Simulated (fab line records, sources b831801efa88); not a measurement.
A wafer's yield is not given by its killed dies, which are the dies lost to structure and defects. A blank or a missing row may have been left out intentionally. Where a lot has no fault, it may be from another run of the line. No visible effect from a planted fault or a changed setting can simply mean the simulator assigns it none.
fab line records ; flow sky130
record lots=6; wafers=18; lastDay=50
route steps=708 shown LDD_N@249 LDD_P@255
lots that met no fault: from a run of the same line without faults
startH: hours from the record's opening day to when the first of the lot's shown wafers began ; waitH: hours from the lot's prior step to this one ; " repeats the value in the row above ; L1.1+2: a row that stands for several wafers ; - no value present, or no start provided ; * or withheld: withheld ; < > ~ a bound
route shown NAME@n: a module of which the file shows steps, and the number in the route of the first ; usual: mean/standard deviation of fault-free wafers ; same: alike in all rows ; chamber/n: place in a boat ; sites: readings site by site ; _std_site: standard deviation across them ; _edge_site: the outer-site mean with the inner-site mean subtracted ; radiusMm: how far each site lies from the wafer's centre ; mask NAME#n: copy n ; behind: the most recent tool/chamber to have shaped the wafer ; hold: reason for holding the lot/hours on hold/outcome of the hold ; device: the n, p or np transistor that did not switch ; end of line: at the end of the route, the tests of the same wafers ; a step given without rows: its recipe and nothing more ; killed: dies lost to structure and defects at the first sort, not the wafer's yield ; map: per-die view of a wafer (x killed, . not killed, _ where there is no die)
set.NAME: the run value of the setting; set.NAME@STEP: its run value at that earlier step ; model.NAME: the simulator's own value behind a step, which no gauge read
lots at some steps of the route; a table a step, a row a wafer
services: the hour from which a tool's chamber was out of use, counted from the record's first day as startH (under 0 if before that day), plus the number of hours and why
## steps
# step SKY_LDD_N_IMPLANT_12
# recipe species=BF2; energyKev=50; doseCm2=5e+12; tiltDeg=30; rotationDeg=0
# step SKY_LDD_N_IMPLANT_13
# recipe species=BF2; energyKev=50; doseCm2=5e+12; tiltDeg=30; rotationDeg=90
# step SKY_LDD_N_IMPLANT_14
# recipe species=BF2; energyKev=50; doseCm2=5e+12; tiltDeg=30; rotationDeg=180
# step SKY_LDD_N_IMPLANT_15
# recipe species=BF2; energyKev=50; doseCm2=5e+12; tiltDeg=30; rotationDeg=270
# step SKY_LDD_N_STRIP_16
# recipe chemistry=O2/N2; powerW=1400; pressureMtorr=1500; platenTempC=withheld; o2FlowSccm=3000; n2FlowSccm=300; overashFraction=0.5
# usual chamberPressureMTorr=1500.2/1.5; drypumpMotorCurrentA=5.9/0.52; o2FlowSccm=3001/9.1; oesProductAu=0.407/0.0044; stripTimeToEndpointS=4.324/0.016
lot.wafer;tool;chamber;startH;waitH;chamberPressureMTorr;drypumpMotorCurrentA;o2FlowSccm;oesProductAu;rfHoursCounterH;stripTimeToEndpointS
L933.4;plasmaAsher-02;0;434.98;0.1;1500.8;6.8;3001;0.410;-;4.360
L933.5;plasmaAsher-02;1;434.98;0.1;1501.0;5.8;2999;0.418;-;4.336
L933.6;plasmaAsher-02;0;434.98;0.1;1499.4;6.8;3001;0.405;-;4.345
L938.1;plasmaAsher-04;1;477.24;0.1;1500.9;5.4;3008;0.411;72;4.316
L938.2;plasmaAsher-04;0;477.24;0.1;1498.7;6.1;3022;0.409;72;4.302
L938.4;plasmaAsher-04;1;477.24;0.1;1501.5;5.4;2995;0.413;-;4.284
L944.3;plasmaAsher-04;1;533.53;0.1;1501.9;5.4;3006;0.413;-;4.319
L944.5;plasmaAsher-04;0;533.53;0.1;1500.0;6.0;3004;0.417;-;4.330
L944.6;plasmaAsher-04;1;533.53;0.1;1499.2;5.4;3000;0.407;-;4.316
L945.1;plasmaAsher-02;0;538.59;0.1;1502.8;6.8;3002;0.414;10;4.309
L945.4;plasmaAsher-02;0;538.59;0.1;1500.8;6.8;3010;0.403;-;4.298
L945.5;plasmaAsher-02;1;538.59;0.1;1499.7;5.7;2998;0.410;-;4.313
L946.2;plasmaAsher-02;0;551.99;0.1;1500.9;6.8;2999;0.407;11;4.355
L946.3;plasmaAsher-02;0;551.99;0.1;1498.8;6.8;2995;0.404;-;4.319
L946.4;plasmaAsher-02;1;551.99;0.1;1499.3;5.8;2992;0.411;-;4.325
L953.2;plasmaAsher-02;0;607.39;0.1;1500.3;6.9;3000;0.406;17;4.307
L953.3;plasmaAsher-02;1;607.39;0.1;1500.7;5.7;3009;0.408;-;4.319
L953.4;plasmaAsher-02;0;607.39;0.1;1498.1;6.8;2996;0.407;-;4.309
# step SKY_LDD_N_TW_MEAS_17
# usual LDD_N_TW=2570/25
lot.wafer;tool;chamber;startH;waitH;LDD_N_TW
L933.4;filmMetro-01;-;435.08;0.1;2611
L933.5;filmMetro-01;-;435.08;0.1;2614
L933.6;filmMetro-01;-;435.08;0.1;2614
L938.1;filmMetro-01;-;477.34;0.1;2632
L938.2;filmMetro-01;-;477.34;0.1;2619
L938.4;filmMetro-01;-;477.34;0.1;2617
L944.3;filmMetro-02;-;533.61;0.1;2569
L944.5;filmMetro-02;-;533.61;0.1;2575
L944.6;filmMetro-02;-;533.61;0.1;2562
L945.1;filmMetro-02;-;538.69;0.1;2558
L945.4;filmMetro-02;-;538.69;0.1;2562
L945.5;filmMetro-02;-;538.69;0.1;2552
L946.2;filmMetro-02;-;552.10;0.1;2567
L946.3;filmMetro-02;-;552.10;0.1;2578
L946.4;filmMetro-02;-;552.10;0.1;2586
L953.2;filmMetro-02;-;607.50;0.1;2556
L953.3;filmMetro-02;-;607.50;0.1;2580
L953.4;filmMetro-02;-;607.50;0.1;2560
# step SKY_LDD_P_DEHYDRATE_00
# recipe tempC=200; timeS=60
# step SKY_LDD_P_HMDS_01
# recipe primeTimeS=60; primeTempC=120
# step SKY_LDD_P_COAT_02
# recipe resist=NOVOLAK; spinRpm=3000; resistThkNm=1140
# step SKY_LDD_P_SOFTBAKE_03
# recipe tempC=90; timeS=60; resist=NOVOLAK
# step SKY_LDD_P_EXPOSE_04
# recipe maskId=PSDM; na=0.6; sourceShape=conventional; sigmaOuter=0.6; polarization=unpolarized; targetCdNm=380; doseMj=138
# step SKY_LDD_P_PEB_05
# recipe tempC=withheld; timeS=*; resist=NOVOLAK
# step SKY_LDD_P_DEVELOP_06
# recipe resist=NOVOLAK; developer=TMAH; developTimeS=60; devTempC=23
# usual resistLineTempC=23.01/0.12
lot.wafer;tool;chamber;startH;waitH;resistLineTempC
L933.4;lithoTrack-01;0;465.79;0.1;22.86
L933.5;lithoTrack-01;0;465.79;0.1;22.93
L933.6;lithoTrack-01;0;465.79;0.1;22.94
L938.1;lithoTrack-02;0;508.36;0.1;23.13
L938.2;lithoTrack-02;0;508.36;0.1;23.06
L938.4;lithoTrack-02;0;508.36;0.1;23.28
L944.3;lithoTrack-01;0;563.71;0.1;22.93
L944.5;lithoTrack-01;0;563.71;0.1;23.06
L944.6;lithoTrack-01;0;563.71;0.1;23.05
L945.1;lithoTrack-02;0;568.66;0.1;22.89
L945.4;lithoTrack-02;0;568.66;0.1;23.02
L945.5;lithoTrack-02;0;568.66;0.1;22.94
L946.2;lithoTrack-01;0;580.94;0.1;22.82
L946.3;lithoTrack-01;0;580.94;0.1;23.00
L946.4;lithoTrack-01;0;580.94;0.1;22.71
L953.2;lithoTrack-03;0;636.27;0.1;23.09
L953.3;lithoTrack-03;0;636.27;0.1;23.06
L953.4;lithoTrack-03;0;636.27;0.1;23.23
# step SKY_LDD_P_CD_MEAS_07
# recipe targetCdNm=380
# usual cdNm=380.0/2.2
lot.wafer;tool;chamber;startH;waitH;cdNm
L933.4;cdSem-02;-;465.93;0.1;380.1
L933.5;cdSem-02;-;465.93;0.1;379.2
L933.6;cdSem-02;-;465.93;0.1;381.9
L938.1;cdSem-01;-;508.51;0.1;381.4
L938.2;cdSem-01;-;508.51;0.1;382.3
L938.4;cdSem-01;-;508.51;0.1;379.6
L944.3;cdSem-02;-;563.85;0.1;348.5
L944.5;cdSem-02;-;563.85;0.1;347.5
L944.6;cdSem-02;-;563.85;0.1;349.8
L945.1;cdSem-02;-;568.81;0.1;379.2
L945.4;cdSem-02;-;568.81;0.1;379.1
L945.5;cdSem-02;-;568.81;0.1;377.9
L946.2;cdSem-02;-;581.13;0.2;349.4
L946.3;cdSem-02;-;581.13;0.2;350.2
L946.4;cdSem-02;-;581.13;0.2;346.1
L953.2;cdSem-01;-;636.41;0.1;378.9
L953.3;cdSem-01;-;636.41;0.1;376.8
L953.4;cdSem-01;-;636.41;0.1;378.0
# step SKY_LDD_P_OVL_MEAS_08
# usual LDD_P_OVL=-0.9/1.3
lot.wafer;tool;chamber;startH;waitH;LDD_P_OVL[nm]
L933.4;overlay-02;-;466.00;0.1;0.2
L933.5;overlay-02;-;466.00;0.1;1.5
L933.6;overlay-02;-;466.00;0.1;0.5
L938.1;overlay-02;-;508.63;0.1;0.5
L938.2;overlay-02;-;508.63;0.1;-0.5
L938.4;overlay-02;-;508.63;0.1;-0.8
L944.3;overlay-02;-;563.95;0.1;0.6
L944.5;overlay-02;-;563.95;0.1;-1.6
L944.6;overlay-02;-;563.95;0.1;-1.1
L945.1;overlay-01;-;568.93;0.1;1.3
L945.4;overlay-01;-;568.93;0.1;0.2
L945.5;overlay-01;-;568.93;0.1;-0.3
L946.2;overlay-01;-;581.24;0.1;0.7
L946.3;overlay-01;-;581.24;0.1;-0.8
L946.4;overlay-01;-;581.24;0.1;1.1
L953.2;overlay-02;-;636.52;0.1;-0.5
L953.3;overlay-02;-;636.52;0.1;-0.2
L953.4;overlay-02;-;636.52;0.1;-0.7
## services
tool;chamber;startH;hours;kind
plasmaAsher-02;-;415.18;1.6;repair
plasmaAsher-02;-;421.25;9.0;pm
plasmaAsher-02;0;421.25;9.0;ventCycle
plasmaAsher-02;1;421.25;9.0;ventCycle
plasmaAsher-02;0;430.25;-;clean
plasmaAsher-02;1;430.25;-;clean
plasmaAsher-02;-;444.50;2.8;pm
plasmaAsher-02;-;447.96;14.6;pm
plasmaAsher-04;-;613.78;2.4;repair
## key
firstSign step=SKY_LDD_P_CD_MEAS_07; reading=cdNm; direction=down; sigmas=14; usual=380.0; struck=348.6
effect none on later readings
metAt SKY_LDD_P_DEVELOP_06
struckWafers L944.3,L944.5,L944.6,L946.2,L946.3,L946.4
sortLeftOut L944.3,L944.5,L944.6
testerLeftOut L944,L946
onsetBetween 465.79 563.71
fault kind=processParameterDrift; tool=lithoTrack-01; chamber=-; onsetH=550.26; steps=SKY_LDD_P_DEVELOP_06; channel=developTimeS; offset=*; shape=step; endH=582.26; actsIn=*; stated=*
# testerLeftOut: of these lots the tester's yield and bins aren't shown, on N5 and GAA mostly nor the transistor test; their killed dies are dies lost to structure and defects alone, not to doping, threshold or leakage, so they don't give the yield
# sortLeftOut: the simulated sort isn't trusted on such a fault, so these wafers' sort isn't shown, and their yield isn't known
